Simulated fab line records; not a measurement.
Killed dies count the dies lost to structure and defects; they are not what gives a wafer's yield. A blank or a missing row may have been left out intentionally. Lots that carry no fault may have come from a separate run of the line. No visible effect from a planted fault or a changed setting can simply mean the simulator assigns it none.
Chamber matching || flow sky130 || SKY_VIA3_CMP_24 on cmp-01: 4 sister chambers
The step polishes, stops on SiO2, t overpolish 20 s, target thk 0 nm. 8 wafers are shown with their chamber, then 7 later ones without.

== WAFERS PAIRED WITH THEIR CHAMBERS ==
{"wafer": "L158.2", "chamber": 3, "motor-current-A (A)": 10.3, "time-to-endpoint-s (s)": 92}
{"wafer": "L159.5", "chamber": 0, "motor-current-A (A)": 12.0, "time-to-endpoint-s (s)": 93}
{"wafer": "L159.6", "chamber": 1, "motor-current-A (A)": 12.9, "time-to-endpoint-s (s)": 91}
{"wafer": "L160.1", "chamber": 1, "motor-current-A (A)": 13.7, "time-to-endpoint-s (s)": 89}
{"wafer": "L160.2", "chamber": 0, "motor-current-A (A)": 12.5, "time-to-endpoint-s (s)": 88}
{"wafer": "L160.5", "chamber": 2, "motor-current-A (A)": 10.5, "time-to-endpoint-s (s)": 93}
{"wafer": "L161.1", "chamber": 3, "motor-current-A (A)": 10.7, "time-to-endpoint-s (s)": 87}
{"wafer": "L161.4", "chamber": 2, "motor-current-A (A)": 10.5, "time-to-endpoint-s (s)": 95}

== WAFERS MISSING THEIR CHAMBER ==
{"wafer": "L161.5", "motor-current-A (A)": 13.0, "time-to-endpoint-s (s)": 86}
{"wafer": "L166.1", "motor-current-A (A)": 10.3, "time-to-endpoint-s (s)": 97}
{"wafer": "L166.3", "motor-current-A (A)": 10.1, "time-to-endpoint-s (s)": 92}
{"wafer": "L166.6", "motor-current-A (A)": 10.4, "time-to-endpoint-s (s)": 91}
{"wafer": "L170.1", "motor-current-A (A)": 10.2, "time-to-endpoint-s (s)": 91}
{"wafer": "L170.3", "motor-current-A (A)": 13.2, "time-to-endpoint-s (s)": 94}
{"wafer": "L170.4", "motor-current-A (A)": 13.3, "time-to-endpoint-s (s)": 89}

== WHICH CHAMBER EACH WENT THROUGH ==
{"wafer": "L161.5", "from the rows above": "can't be placed: 1 or 0", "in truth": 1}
{"wafer": "L166.1", "from the rows above": "can't be placed: 2 or 3", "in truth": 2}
{"wafer": "L166.3", "from the rows above": "can't be placed: 2 or 3", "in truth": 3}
{"wafer": "L166.6", "from the rows above": "can't be placed: 3 or 2", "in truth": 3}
{"wafer": "L170.1", "from the rows above": "can't be placed: 3 or 2", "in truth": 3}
{"wafer": "L170.3", "from the rows above": "can't be placed: 1 or 0", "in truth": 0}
{"wafer": "L170.4", "from the rows above": 1, "in truth": 1}
Correctly placed: 1 of 7. Not placeable from these rows: 6 (in 6, the candidates include the true chamber). 0 placed wrongly.
How it was worked out, from the rows above alone: a wafer's distance from a chamber is the root of the sum, over the readings, of the square of ((its reading less the chamber's mean) divided by the reading's scatter). If the next closest chamber is less than 2 further off than the closest, the wafer can't be placed; otherwise it belongs to the closest. The mean given for a chamber averages the wafers shown for that chamber. The scatter: the root of (the sum of the squares of (reading less its chamber's mean) over the shown wafers, divided by (wafers less chambers)).
